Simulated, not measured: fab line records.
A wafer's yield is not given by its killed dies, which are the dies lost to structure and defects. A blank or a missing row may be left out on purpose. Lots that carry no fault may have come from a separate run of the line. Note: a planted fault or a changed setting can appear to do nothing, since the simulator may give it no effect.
Struck lot and sound lot, side by side :: flow sky130 :: 15 out of 708 route steps
Sound: these wafers, L663.2, L663.3, L663.6. The struck wafers were L677.4, L677.5, L677.6. The cause is named last.
Per side, at each step with rows, come the tool, then ch with its chambers, and then its first start. Under that, the readings that differ: sound wafers :: struck wafers :: difference of the means :: sigmas: that difference in standard deviations of wafers without a fault.
alike: a reading whose means differ by less than 2 such deviations, as well as words and numbers matching on both sides. not compared: withheld readings; readings where some wafer has no value; bounds like >300 that might hide an equal value; numbers whose values overlap and for which the record gives no deviation.
Wherever a step has rows on one side only, a row that says differs or no value, or a row with sigmas, the two part there. Numbers that don't overlap but have no deviation are shown without sigmas and don't part them. A reading missing from all wafers of one side parts the sides only when that side holds two or more wafers.

first, 4 steps without rows for these wafers: SKY_LDD_HVN_SOFTBAKE_03 (time 60 s); SKY_LDD_HVN_EXPOSE_04 (exposes mask HVNTM, target cd 700 nm); SKY_LDD_HVN_PEB_05; SKY_LDD_HVN_DEVELOP_06 (develop time 60 s).
SKY_LDD_HVN_OVL_MEAS_07:
  struck on overlay-01, day 25 17:08; sound on overlay-02, day 20 10:31
  alike: LDD_HVN_OVL
after that, 1 step had no rows for these wafers: SKY_LDD_HVN_IMPLANT_08.
SKY_LDD_HVN_STRIP_09: strips in O2/N2.
  sound on plasma-asher-02 ch 0,1, day 20 10:42; struck on plasma-asher-02 ch 0,1, day 25 17:20
  alike: drypump-motor-current-A, oes-product-au, strip-time-to-endpoint-s
  not compared: rf-hours-counter-h
SKY_LDD_HVN_TW_MEAS_10:
  struck on film-metro-02, day 25 17:26; sound on film-metro-01, day 20 10:49
  alike: LDD_HVN_TW
then, 4 steps without rows for these wafers: SKY_LDD_HVP_DEHYDRATE_00 (time 60 s); SKY_LDD_HVP_HMDS_01 (prime time 60 s); SKY_LDD_HVP_COAT_02 (resist thk 300 nm); SKY_LDD_HVP_SOFTBAKE_03 (time 60 s).
SKY_LDD_HVP_EXPOSE_04: exposes mask HVPTM, target cd 700 nm.
  sound on iline-stepper-01 ch 0, day 21 02:23; struck on iline-stepper-01 ch 0, day 26 08:16
reading: mask
sound: HVPTM#0 HVPTM#0 HVPTM#0
struck: HVPTM_R1#0 HVPTM_R1#0 HVPTM_R1#0
difference: differs
sigmas: 
  alike: stage-vel-mm-s
after that, 1 step had no rows for these wafers: SKY_LDD_HVP_PEB_05.
-- here the record skips 23 days between the struck wafers' starts before and after, leaving off in module LDD_HVP and picking up in module PAD_OPEN (first step shown: number 708 of the route) --
SKY_PAD_OPEN_PROBE_99:
  only the struck wafers here have rows in the record (prober-01, day 49 07:22); the sound ones have none

== WHERE THEY PART ==
At SKY_LDD_HVP_EXPOSE_04 first; at SKY_PAD_OPEN_PROBE_99 last (within this record only).

WHY: what had been put in by the simulator
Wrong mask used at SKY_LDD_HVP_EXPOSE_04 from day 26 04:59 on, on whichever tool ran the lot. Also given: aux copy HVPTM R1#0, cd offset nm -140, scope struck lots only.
